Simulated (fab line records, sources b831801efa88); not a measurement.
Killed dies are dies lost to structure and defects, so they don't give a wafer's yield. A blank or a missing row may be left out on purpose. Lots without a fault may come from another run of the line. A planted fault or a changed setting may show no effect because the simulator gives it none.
fab line records | flow gf180mcu
record lots=6 wafers=18 last_day=34
route steps=602 shown LVPWELL@56 MVSD@66
lots that met no fault: from a run of the same line without faults
start_h: hours from the record's first day to the start of the lot's first wafer shown | wait_h: hours since the lot's step before | " the same as in the row above | L1.1+2: a row that stands for several wafers | - no value, or no start given | * or withheld: withheld | < > ~ a bound
route shown NAME@n: a module of which the file shows steps, and the number in the route of the first | usual: mean/standard deviation of fault-free wafers | same: alike in all rows | chamber/n: place in a boat | sites: the reading at each site | _std_site: their standard deviation | _edge_site: outer sites' mean less inner sites' | radius_mm: how far each site lies from the wafer's centre | mask NAME#n: copy n | behind: the tool/chamber that last shaped the wafer | hold: why the lot was held/for how many hours/how that ended | device: the transistor (n, p or np) that didn't switch | end of line: the same wafers' tests at the end of the route | a step without rows: its recipe alone | killed: dies lost to structure and defects at the first sort, not the wafer's yield | map: a wafer's dies, x killed, . not, _ none there
set.NAME: the setting as run; set.NAME@STEP: as run at that earlier step | model.NAME: the simulator's own value behind a step, which no gauge read
lots at some steps of the route; a table a step, a row a wafer
services: from which hour (start_h, from the record's first day; less than 0 if before it) a tool's chamber was out of use, for how many hours, and why
## steps
# step GF_LVPWELL_COAT_02
# recipe spin_rpm=2000 resist_thk_nm=3000
# step GF_LVPWELL_SOFTBAKE_03
# recipe temp_c=110 time_s=withheld
# step GF_LVPWELL_EXPOSE_04
# recipe mask_id=LVPWELL target_cd_nm=600 na=0.6 source_shape=conventional sigma_outer=0.6 dose_mj=260
# step GF_LVPWELL_PEB_05
# recipe temp_c=115 time_s=withheld
# step GF_LVPWELL_DEVELOP_06
# recipe wall_angle_deg=90 develop_time_s=60 dev_temp_c=23
# step GF_LVPWELL_OVL_MEAS_07
# usual LVPWELL_OVL=-0.5/1.5
# columns lot.wafer tool chamber start_h wait_h LVPWELL_OVL[nm]
L249.2 overlay-01 - 85.98 - -2.2
L249.4 " - " " -1.8
L249.6 " - " " -1.8
L252.1 overlay-01 - 104.72 - -1.3
L252.3 " - " " -0.4
L252.4 " - " " -1.4
L255.4 overlay-01 - 119.43 - 0.4
L255.5 " - " " -0.8
L255.6 " - " " -3.5
L259.2 overlay-01 - 140.47 - 2.1
L259.4 " - " " 1.7
L259.5 " - " " 2.6
L260.4 overlay-01 - 147.24 - 0.7
L260.5 " - " " -0.9
L260.6 " - " " -1.3
L267.2 overlay-01 - 186.53 - -0.1
L267.5 " - " " 0.3
L267.6 " - " " -0.2
# step GF_LVPWELL_IMPLANT_08
# recipe species=B energy_kev=170 dose_cm2=1.5e+13 tilt_deg=0
# step GF_LVPWELL_IMPLANT_09
# recipe species=B energy_kev=60 dose_cm2=5e+12 tilt_deg=0
# step GF_LVPWELL_STRIP_10
# recipe chemistry=O2/N2 power_w=1400 pressure_mtorr=1500 platen_temp_c=250 o2_flow_sccm=3000 n2_flow_sccm=300 overash_fraction=0.5
# usual drypump_motor_current_A=5.6/0.35 heater_power_w=356/32 oes_product_au=0.722/0.0045 strip_time_to_endpoint_s=36.94/0.088
# columns lot.wafer tool chamber start_h wait_h drypump_motor_current_A heater_power_w oes_product_au rf_hours_counter_h strip_time_to_endpoint_s
L249.2 plasma_asher-03 0 86.31 0.1 5.3 423 0.732 46 36.94
L249.4 " 1 " " 5.7 369 0.718 - 37.02
L249.6 " 1 " " 5.7 366 0.722 - 37.01
L252.1 plasma_asher-02 1 105.06 0.1 5.6 329 0.726 38 36.94
L252.3 " 0 " " 6.1 317 0.714 - 37.03
L252.4 " 1 " " 5.6 330 0.720 - 37.04
L255.4 plasma_asher-03 0 119.78 0.1 5.3 392 0.723 - 36.96
L255.5 " 1 " " 5.7 373 0.720 - 36.96
L255.6 " 0 " " 5.3 399 0.728 - 37.01
L259.2 plasma_asher-03 1 140.80 0.1 5.7 381 0.722 2 37.03
L259.4 " 1 " " 5.7 361 0.722 - 36.92
L259.5 " 1 " " 5.7 376 0.727 - 36.99
L260.4 plasma_asher-03 0 147.65 0.1 5.3 393 0.725 - 37.02
L260.5 " 0 " " 5.3 392 0.720 - 37.05
L260.6 " 1 " " 5.7 363 0.721 - 36.90
L267.2 plasma_asher-03 0 186.86 0.1 5.3 383 0.720 8 36.92
L267.5 " 0 " " 5.3 394 0.729 - 36.90
L267.6 " 1 " " 5.7 368 0.727 - 37.06
# step GF_LVPWELL_TW_MEAS_11
# usual LVPWELL_TW=562/5.4
# columns lot.wafer tool chamber start_h wait_h LVPWELL_TW
L249.2 film_metro-04 - 86.42 0.1 565
L249.4 " - " " 568
L249.6 " - " " 566
L252.1 film_metro-04 - 105.16 0.1 563
L252.3 " - " " 563
L252.4 " - " " 563
L255.4 film_metro-03 - 119.88 0.1 560
L255.5 " - " " 559
L255.6 " - " " 556
L259.2 film_metro-03 - 140.91 0.1 555
L259.4 " - " " 553
L259.5 " - " " 556
L260.4 film_metro-03 - 147.74 0.1 554
L260.5 " - " " 558
L260.6 " - " " 557
L267.2 film_metro-04 - 187.01 0.1 567
L267.5 " - " " 570
L267.6 " - " " 569
# step GF_MVSD_DEHYDRATE_00
# recipe temp_c=200 time_s=60
# step GF_MVSD_HMDS_01
# recipe prime_time_s=60 prime_temp_c=120
# step GF_MVSD_COAT_02
# recipe spin_rpm=2000 resist_thk_nm=3000
# columns lot.wafer tool chamber start_h wait_h model.coat_of_MVSD_COAT_02.thk_nm
L249.2 litho_track-01 0 92.48 0.1 3003
L249.4 " 0 " " 3005
L249.6 " 0 " " 3002
L252.1 litho_track-04 0 111.67 0.1 2996
L252.3 " 0 " " 2998
L252.4 " 0 " " 2987
L255.4 litho_track-01 0 126.88 0.1 2986
L255.5 " 0 " " 2984
L255.6 " 0 " " 2985
L259.2+4 litho_track-01 0 148.28 0.1 1115
L259.5 " 0 " " 3006
L260.4 litho_track-01 0 155.13 0.1 1111
L260.5 " 0 " " 3002
L260.6 " 0 " " 2997
L267.2 litho_track-03 0 195.19 0.1 3000
L267.5 " 0 " " 3002
L267.6 " 0 " " 3001
# step GF_MVSD_SOFTBAKE_03
# recipe temp_c=110 time_s=withheld
# step GF_MVSD_EXPOSE_04
# recipe mask_id=MVSD target_cd_nm=1000 na=0.6 source_shape=conventional sigma_outer=0.6 dose_mj=260
# step GF_MVSD_PEB_05
# recipe temp_c=115 time_s=withheld
# step GF_MVSD_DEVELOP_06
# recipe wall_angle_deg=90 develop_time_s=60 dev_temp_c=23
# columns lot.wafer tool chamber start_h wait_h model.coat_of_MVSD_COAT_02.thk_nm
L249.2 litho_track-01 0 - - 3002
L249.4 " 0 " " 3004
L249.6 " 0 " " 3001
L252.1 litho_track-01 0 - - 2995
L252.3 " 0 " " 2997
L252.4 " 0 " " 2986
L255.4 litho_track-03 0 - - 2985
L255.5 " 0 " " 2983
L255.6 " 0 " " 2984
L259.2+4 litho_track-01 0 - - 1114
L259.5 " 0 " " 3005
L260.4 litho_track-01 0 - - 1110
L260.5 " 0 " " 3001
L260.6 " 0 " " 2996
L267.2 litho_track-04 0 - - 2999
L267.5 " 0 " " 3001
L267.6 " 0 " " 3000
# step GF_MVSD_OVL_MEAS_07
# usual MVSD_OVL=-1.5/1.5
# columns lot.wafer tool chamber start_h wait_h MVSD_OVL[nm]
L249.2 overlay-02 - 99.96 - -2.5
L249.4 " - " " -3.4
L249.6 " - " " -5.2
L252.1 overlay-01 - 119.11 - -3.0
L252.3 " - " " -2.8
L252.4 " - " " -3.0
L255.4 overlay-02 - 134.38 - -3.3
L255.5 " - " " -3.8
L255.6 " - " " -2.1
L259.2 overlay-01 - 156.41 - -2.0
L259.4 " - " " -2.1
L259.5 " - " " -0.2
L260.4 overlay-01 - 163.78 - 0.1
L260.5 " - " " -1.4
L260.6 " - " " -0.7
L267.2 overlay-01 - 204.02 - -0.9
L267.5 " - " " -2.3
L267.6 " - " " -1.4
# step GF_MVSD_IMPLANT_08
# recipe species=P energy_kev=400 dose_cm2=1.6e+13 tilt_deg=0
# step GF_MVSD_IMPLANT_09
# recipe species=P energy_kev=100 dose_cm2=5e+12 tilt_deg=0
# step GF_MVSD_STRIP_10
# recipe chemistry=O2/N2 power_w=1400 pressure_mtorr=1500 platen_temp_c=250 o2_flow_sccm=3000 n2_flow_sccm=300 overash_fraction=0.5
# usual drypump_motor_current_A=5.8/0.54 heater_power_w=323/14 oes_product_au=0.722/0.0046 strip_time_to_endpoint_s=36.94/0.097
# columns lot.wafer tool chamber start_h wait_h drypump_motor_current_A heater_power_w oes_product_au rf_hours_counter_h strip_time_to_endpoint_s
L249.2 plasma_asher-02 1 100.29 0.1 5.6 328 0.729 38 37.00
L249.4 " 0 " " 6.1 319 0.717 - 37.02
L249.6 " 0 " " 6.1 313 0.719 - 36.97
L252.1 plasma_asher-04 0 119.44 0.1 6.5 328 0.725 51 36.91
L252.3 " 0 " " 6.5 328 0.724 - 36.94
L252.4 " 1 " " 5.2 300 0.727 - 36.81
L255.4 plasma_asher-04 1 134.73 0.1 5.2 304 0.720 - 36.79
L255.5 " 1 " " 5.3 297 0.723 - 36.76
L255.6 " 0 " " 6.5 324 0.722 - 36.75
L259.2 plasma_asher-04 0 156.74 0.1 6.6 334 0.718 56 14.87
L259.4 " 1 " " 5.2 305 0.712 - 14.87
L259.5 " 0 " " 6.6 329 0.724 - 37.02
L260.4 plasma_asher-02 0 164.13 0.1 6.1 321 0.716 - 14.84
L260.5 " 0 " " 6.0 314 0.723 - 36.97
L260.6 " 1 " " 5.6 332 0.723 - 36.92
L267.2 plasma_asher-01 1 204.35 0.1 6.1 347 0.718 37 36.95
L267.5 " 0 " " 5.0 325 0.719 - 36.98
L267.6 " 1 " " 6.1 346 0.724 - 36.96
# step GF_MVSD_TW_MEAS_11
# usual MVSD_TW=1587/15
# columns lot.wafer tool chamber start_h wait_h MVSD_TW
L249.2 film_metro-04 - 100.40 0.1 1596
L249.4 " - " " 1596
L249.6 " - " " 1597
L252.1 film_metro-03 - 119.54 0.1 1573
L252.3 " - " " 1581
L252.4 " - " " 1574
L255.4 film_metro-04 - 134.83 0.1 1591
L255.5 " - " " 1593
L255.6 " - " " 1598
L259.2 film_metro-03 - 156.85 0.1 1572
L259.4 " - " " 1564
L259.5 " - " " 1567
L260.4 film_metro-04 - 164.22 0.1 1609
L260.5 " - " " 1607
L260.6 " - " " 1603
L267.2 film_metro-03 - 204.46 0.1 1570
L267.5 " - " " 1581
L267.6 " - " " 1576
## services
# columns tool chamber start_h hours kind
plasma_asher-03 - 108.75 9.0 pm
plasma_asher-03 0 108.75 9.0 vent_cycle
plasma_asher-03 1 108.75 9.0 vent_cycle
plasma_asher-03 0 117.75 - clean
plasma_asher-03 1 117.75 - clean
plasma_asher-01 - 142.05 28.1 pm
plasma_asher-02 - 170.34 1.6 repair
## key
first_sign step=GF_MVSD_STRIP_10 reading=strip_time_to_endpoint_s direction=down sigmas=99+ usual=* struck=*
effect none on later readings
model_effect step=GF_MVSD_COAT_02 value=coat_of_MVSD_COAT_02.thk_nm without=3001 struck=1114
model_effect step=GF_MVSD_DEVELOP_06 value=coat_of_MVSD_COAT_02.thk_nm without=3000 struck=1113
met_at GF_MVSD_COAT_02
struck_wafers L259.2,L259.4,L260.4
sort_left_out L259.2,L259.4,L260.4
tester_left_out L259,L260
onset_between 126.88 148.28
fault kind=process_parameter_drift tool=litho_track-01 chamber=- onset_h=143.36 steps=GF_MVSD_COAT_02 channel=resist_thk_nm offset=* shape=step end_h=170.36 scope=struck_wafers_only acts_in=* stated=*
# tester_left_out: of these lots the tester's yield and bins aren't shown, on N5 and GAA mostly nor the transistor test; their killed dies are dies lost to structure and defects alone, not to doping, threshold or leakage, so they don't give the yield
# sort_left_out: the simulated sort isn't trusted on such a fault, so these wafers' sort isn't shown, and their yield isn't known
